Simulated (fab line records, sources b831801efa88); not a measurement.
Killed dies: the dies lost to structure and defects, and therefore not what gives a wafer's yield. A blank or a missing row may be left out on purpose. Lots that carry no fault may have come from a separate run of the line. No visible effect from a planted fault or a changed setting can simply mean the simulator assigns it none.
Which of the tools did it? -- flow sky130 -- 18 wafers from 6 lots sampled at 2 of the route's 708 steps

## WHAT THE GAUGES READ, wafer by wafer
SKY_LI_CONTACT_THK_MEAS_01.
lot,measured,on,LI_CONTACT_HDPCVD_THK (nm)
L418,day 30 14:43,filmMetro-01,930 928 929
L421,day 31 21:28,filmMetro-02,1277 913 1260
L426,day 33 17:37,filmMetro-04,922 937 932
L428,day 34 15:14,filmMetro-04,931 939 920
L430,day 34 17:00,filmMetro-02,934 942 942
L432,day 35 03:32,filmMetro-01,913 908 924

## WHAT TOOL EACH LOT RAN ON (gives the tool, then ch and the chambers of the sampled wafers, and finally the start)
lot,SKY_LI_CONTACT_HDPCVD_00
L418,"hdpcvd-02 ch 0,1, day 30 14:34"
L421,"hdpcvd-02 ch 0,1, day 31 21:20"
L426,"hdpcvd-01 ch 0,2, day 33 17:31"
L428,"hdpcvd-01 ch 0,1,2, day 34 15:07"
L430,"hdpcvd-01 ch 0,2, day 34 16:53"
L432,"hdpcvd-02 ch 0,1, day 35 03:26"
- SKY_LI_CONTACT_HDPCVD_00: deposits PSG, target thk 930 nm, time 155 s.

## THE ANSWER, worked out from the rows above alone
Rule: the lots themselves supply what counts as usual. The widest of any qualifying gaps counts: lots, ordered by their means at a reading, are off when they make up no more than a third of the lots, leave a main group of 4 or more, and stand apart from it by 3 or more times the standard deviation of that group's means. A main group is skipped when, at the precision printed for the reading in the tables above, its means are all equal. A lot without any number at a reading at which 4 lots or more have one is off too. Any other lot the step has rows for is counted as sound.
Off: L421, at SKY_LI_CONTACT_THK_MEAS_01 (LI_CONTACT_HDPCVD_THK). The main group has a mean of 929 nm with a standard deviation of 7.8.
A tool fits if, at a process step before that reading, it ran every lot that is off, and no sound lot after the first of them. Gauges at SKY_LI_CONTACT_THK_MEAS_01: tried the same way as those tools. Of those tried, none fits.

## WHAT WAS PUT IN BY THE SIMULATOR
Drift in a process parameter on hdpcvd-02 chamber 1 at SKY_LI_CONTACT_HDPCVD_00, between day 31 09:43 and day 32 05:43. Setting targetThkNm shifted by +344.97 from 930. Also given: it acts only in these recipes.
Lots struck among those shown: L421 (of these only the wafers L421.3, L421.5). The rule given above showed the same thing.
